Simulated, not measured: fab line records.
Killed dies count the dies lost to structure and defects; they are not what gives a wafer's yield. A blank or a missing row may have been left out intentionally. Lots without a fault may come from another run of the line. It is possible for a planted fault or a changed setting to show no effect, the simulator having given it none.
A lot that was struck, set against a sound lot	flow sfq line	14 out of 325 route steps
Sound: wafers L719.2, L719.3, L719.5. Struck: wafer L730.5 (left out: L730.2, L730.3 of the same lot, which were not struck); the cause appears at the end.
Order at every step that has rows: each side's tool, ch and its chambers, its first start. Under that, the readings that differ: sound wafers	struck wafers	difference of the means	sigmas: that difference in standard deviations of wafers without a fault.
alike: readings with means less than 2 such deviations apart, plus words and numbers identical on both sides. not compared: withheld readings, readings lacking a value on some wafer, bounds such as >300 that could conceal the same value, and numbers that have no deviation in the record and whose values overlap.
The two part at a step that has a row with sigmas, a row that says differs or no value, or rows on one side only. Numbers that have no deviation but don't overlap get no sigmas and don't part them. A reading missing from all wafers of one side parts the sides only when that side holds two or more wafers.

first, 6 steps without rows for these wafers: SFQ_TRILAYER_M1_LITHO_COAT_044 (resist thk 62 nm); SFQ_TRILAYER_M1_LITHO_COAT_039 (resist thk 600 nm); SFQ_TRILAYER_M1_LITHO_SOFTBAKE_043; SFQ_TRILAYER_M1_LITHO_EXPOSE_040 (exposes mask M1, target cd 500 nm); SFQ_TRILAYER_M1_LITHO_PEB_042 (peb time 60 s); SFQ_TRILAYER_M1_LITHO_DEVELOP_041 (time 60 s).
SFQ_M1_OVL_MEAS_911:
  sound on overlay-01, day 12 13:06; struck on overlay-02, day 15 21:43
  alike: M1_OVL
SFQ_TRILAYER_M1_BARC_OPEN_METAL_ETCH_054: etches BARC in O2, target depth 125 nm, time 41.7 s.
  sound on rie metal-01 ch 0,1, day 12 13:08; struck on rie metal-04 ch 1, day 15 21:44
  alike: drypump motor current A, oes product au, rf fwd power W
  not compared: rf hours counter h
SFQ_TRILAYER_M1_ETCH_METAL_ETCH_042: etches Nb in Cl2/Ar, stops on SiO2, target depth 240 nm, time 120 s.
  sound on rie metal-01 ch 0,1, day 12 13:11; struck on rie metal-04 ch 1, day 15 21:48
reading	sound	struck	difference	sigmas
rf fwd power W (W)	597.9 599.8 596.1	592.5	-5.4	-3
  alike: drypump motor current A, oes product au
  not compared: rf hours counter h
SFQ_TRILAYER_M1_STRIP_STRIP_043: strips in O2.
  sound on rie metal-01 ch 0,1, day 12 13:19; struck on rie metal-04 ch 1, day 15 21:55
  alike: drypump motor current A, oes product au
  not compared: rf hours counter h
then, 1 step without rows for these wafers: SFQ_TRILAYER_M1_STRIP_SOLV_CLEAN_044 (cleans in NMP, time 600 s).
SFQ_TRILAYER_I1_DEP_PECVD_045: deposits SiO2 from SiH4/N2O, time 111.11 s, target thk 500 nm.
  sound on pecvd-02 ch 1,2, day 12 14:05; struck on pecvd-02 ch 0, day 15 22:42
reading	sound	struck	difference	sigmas
run length s (s)	139.0 139.7 139.3	132.7	-6.6	-10
model.SiO2_of_TRILAYER_I1_DEP_PECVD_045.thk nm (nm)	496.3 500.4 509.4	471.9	-30.1	
  alike: heater power w, throttle valve pct
  not compared: rf fwd power W, susceptor temp C
SFQ_TRILAYER_I1_CMP_CMP_046: polishes SiO2.
  sound on cmp-02 ch 0,1,2, day 13 02:35; struck on cmp-01 ch 3, day 16 02:35
reading	sound	struck	difference	sigmas
time to endpoint s (s)	217 213 221	189	-28	-4
  alike: motor current A
SFQ_I1_BOW_MEAS_912:
  sound on film metro-02, day 13 05:07; struck on film metro-04, day 16 04:36
  alike: I1_BOW

WHERE THEY PART
Last at SFQ_TRILAYER_I1_CMP_CMP_046 as far as this record goes, first at SFQ_TRILAYER_M1_ETCH_METAL_ETCH_042. Later steps at which nothing parts them and some readings are alike: SFQ_I1_BOW_MEAS_912.

WHY: what had been put in by the simulator
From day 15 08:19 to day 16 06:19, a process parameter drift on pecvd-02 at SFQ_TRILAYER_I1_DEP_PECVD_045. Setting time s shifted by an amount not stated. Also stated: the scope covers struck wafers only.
